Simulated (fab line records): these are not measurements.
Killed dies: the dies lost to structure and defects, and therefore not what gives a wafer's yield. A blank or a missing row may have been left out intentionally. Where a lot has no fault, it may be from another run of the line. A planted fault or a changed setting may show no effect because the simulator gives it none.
Problem report in the 8D (eight disciplines) form, filled by code ; flow sky130 ; the parts of the form that need people (team, actions taken, sign-off) are left out

## 1. PROBLEM STATEMENT
Mean of run_length_s at SKY_POLY_GATE_ETCH_17: 114.8 s across 4 wafers in 3 lots; on wafers with no fault it is 99.0 s (standard deviation 0.46). Relative to the usual mean, that is a shift of +34 standard deviations.
The step: etches poly-Si in HBr/Cl2, stops on SiO2, target depth 180 nm, time 70.5 s.
Earliest sighting: wafer L280.1 on rie_si-02 at day 23 09:41. At this step, 33 wafers from 12 lots have a number in the record. By rule, "out" or "out of limits" means more than 4 standard deviations away from the usual mean. The rest of the wafers with a number are treated as sound.

## 2. WHAT IT IS; WHAT IT IS NOT
question;is;is not
which readings at this step;run_length_s, oes_product_au;chamber_pressure_mTorr, drypump_motor_current_A, throttle_valve_pct
which lots;L280, L284, L286;L267, L270, L272, L273, L274, L275, L281, L288, L289
which wafers of those lots;L280.1, L280.5, L284.5, L286.1;L284.2, L286.4
read on which tools;rie_si-02;rie_si-01
when;from day 23 09:41;"up to then (21 sound wafers); but 8 sound wafers of L284, L286, L288, L289 came after"

## 3. WHAT RULES OUT EACH SUSPECT
Counting: any tool at a process step up to the reading remains a suspect provided it ran every lot that is out. Sound lots after the first of them don't rule it out here, since some wafers of a struck lot are sound.
- rie_si-02 at SKY_POLY_GATE_ETCH_17 (etches poly-Si in HBr/Cl2, stops on SiO2, target depth 180 nm, time 70.5 s): kept. Ran every lot that is out, first one L280 (day 23 09:41); last sound lot up to then L281 (day 23 09:20). On those wafers its own readings are out: oes_product_au, run_length_s.
After counting, what remains is rie_si-02 at SKY_POLY_GATE_ETCH_17.

## 4. THE CAUSE (what the simulator had put in)
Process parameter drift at SKY_POLY_GATE_ETCH_17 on rie_si-02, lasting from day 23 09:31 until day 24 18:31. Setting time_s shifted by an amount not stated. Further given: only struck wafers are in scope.
After counting, this tool was the only one left.

## 5. SEQUENCE OF EFFECTS, ordered by route
Each row: a reading where the mean over the struck wafers with a number is more than 3 standard deviations away from the usual. Only readings for which the record gives a usual standard deviation are gone through. hours: the time from each lot's start at the first step in this table that gives one to its start at this step, as a median over the lots. sigmas: the change in usual standard deviations.
hours;step;reading;usual;on struck wafers;change;sigmas
0;SKY_POLY_GATE_ETCH_17;oes_product_au;0.988 a.u.;0.865;-0.123;-17
0;SKY_POLY_GATE_ETCH_17;run_length_s;99.0 s;114.8;+15.8;+34
0;SKY_POLY_GATE_STRIP_18;strip_time_to_endpoint_s;3.160 s;2.938;-0.222;-8.2
Its process steps:
- SKY_POLY_GATE_ETCH_17: etches poly-Si in HBr/Cl2, stops on SiO2, target depth 180 nm, time 70.5 s.
- SKY_POLY_GATE_STRIP_18: strips in O2/N2.

## 6. HOW IT WOULD HAVE BEEN CAUGHT EARLIER
In this record the first reading out of limits was taken at day 23 09:41, 0 hours after the fault began at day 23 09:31.
